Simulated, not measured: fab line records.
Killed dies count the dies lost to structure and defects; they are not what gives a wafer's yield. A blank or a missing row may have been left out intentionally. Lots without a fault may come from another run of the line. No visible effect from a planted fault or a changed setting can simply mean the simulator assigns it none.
8D (eight disciplines) problem report, filled in by code :: flow sky130 :: the parts of the form that need people (team, actions taken, sign-off) are left out

== 1. WHAT WENT WRONG ==
At SKY_PAD_OPEN_PROBE_99, killed_at_M4_up averages 411.7 over 6 wafers from 2 lots, while fault-free wafers read 3.3, standard deviation 1.7. That is +99 or more standard deviations from the usual mean.
Seen first at day 48 23:13 on prober-01, wafer L637.1. The record has a number at this step for 36 wafers belonging to 12 lots. Rule for "out" (also "out of limits"): further than 4 standard deviations from the usual mean. The rest of the wafers with a number are treated as sound.

== 2. WHAT IT IS, WHAT IT ISN'T ==
question: which readings at this step
is: killed_at_M4_up, defect_limited_yield, killed_dies, killed_on_rim, sort_bin_5_function, sort_n_pass, sort_yield_pct
is not: killed_at_M0_to_M3, killed_at_contacts, killed_at_front_end, killed_at_other, killed_open, killed_short, sort_bin_3_pad_short, sort_bin_6_memory

question: which lots
is: L637, L638
is not: L625, L627, L628, L631, L633, L634, L636, L640, L647, L648

question: which wafers of those lots
is: all that have a number
is not: -

question: read on which tools
is: prober-01, prober-02
is not: -

question: when
is: from day 48 23:13
is not: up to then (21 sound wafers); but 9 sound wafers of L640, L647, L648 came after

== 3. WHAT RULES OUT EACH SUSPECT ==
Counting: a tool at a process step up to the reading stays a suspect if it ran every lot that is out and no sound lot after the first of them.
- pvd_sputter-04 at SKY_VIA3_SPUTTER_20 (material TiN, target thk 20 nm, time 80 s): kept. All lots that are out passed through it, beginning with L637 at day 43 11:02, and no sound lot followed; its final sound lot before that point was L628 at day 40 14:47.
- rie_diel-01 at SKY_METAL4_ETCH_17 (etches SiO2 in C4F8/O2/Ar, stops on TiN, time 3.9 s, target depth 15 nm): kept. All lots that are out passed through it, beginning with L637 at day 45 09:51, and no sound lot followed; its final sound lot before that point was L634 at day 44 07:15.
After counting, pvd_sputter-04 at SKY_VIA3_SPUTTER_20 and rie_diel-01 at SKY_METAL4_ETCH_17 remain.

== 4. THE CAUSE (what the simulator had put in) ==
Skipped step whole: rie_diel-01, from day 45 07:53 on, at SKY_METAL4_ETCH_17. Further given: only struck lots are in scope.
Of the 2 suspects that counting leaves, this tool is one.

== 5. SEQUENCE OF EFFECTS, ordered by route ==
One row per reading whose mean, taken over the struck wafers that have a number, lies over 3 standard deviations from the usual. Only readings for which the record gives a usual standard deviation are gone through. hours: the time from each lot's start at the first step in this table that gives one to its start at this step, as a median over the lots. sigmas: the change in usual standard deviations.
hours: 0
step: SKY_PAD_OPEN_PROBE_99
reading: defect_limited_yield
usual: 82.4 %
on struck wafers: 0.0
change: -82.4
sigmas: -41

hours: 0
step: SKY_PAD_OPEN_PROBE_99
reading: killed_at_M4_up
usual: 3.3
on struck wafers: 411.7
change: +408.4
sigmas: +99 or more

hours: 0
step: SKY_PAD_OPEN_PROBE_99
reading: killed_dies
usual: 87
on struck wafers: 492
change: +405
sigmas: +41

hours: 0
step: SKY_PAD_OPEN_PROBE_99
reading: killed_on_rim
usual: 17
on struck wafers: 96
change: +79
sigmas: +21

hours: 0
step: SKY_PAD_OPEN_PROBE_99
reading: sort_bin_5_function
usual: 10.4 %
on struck wafers: 92.3
change: +81.9
sigmas: +55

hours: 0
step: SKY_PAD_OPEN_PROBE_99
reading: sort_n_pass
usual: 405
on struck wafers: 0
change: -405
sigmas: -41

hours: 0
step: SKY_PAD_OPEN_PROBE_99
reading: sort_yield_pct
usual: 82.4 %
on struck wafers: 0.0
change: -82.4
sigmas: -41
Its process steps:
- SKY_PAD_OPEN_PROBE_99
Readings that are blank on the struck wafers while sound wafers have them: bias_w at SKY_METAL4_ETCH_17; chamber_pressure_mTorr at SKY_METAL4_ETCH_17; oes_product_au at SKY_METAL4_ETCH_17.

== 6. WHAT WOULD HAVE CAUGHT IT SOONER ==
The fault began at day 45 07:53; the first out-of-limits reading in this record came at day 48 23:13, 87 hours later.
At SKY_METAL4_ETCH_17 the tool's readings are blank on the struck wafers, where sound wafers have them: an empty tool record is the first sign, and it was there at once.
By day 48 23:13, every lot that is out (2) had started SKY_METAL4_ETCH_17 on rie_diel-01. None of them would have been spared by holding the tool at that moment.
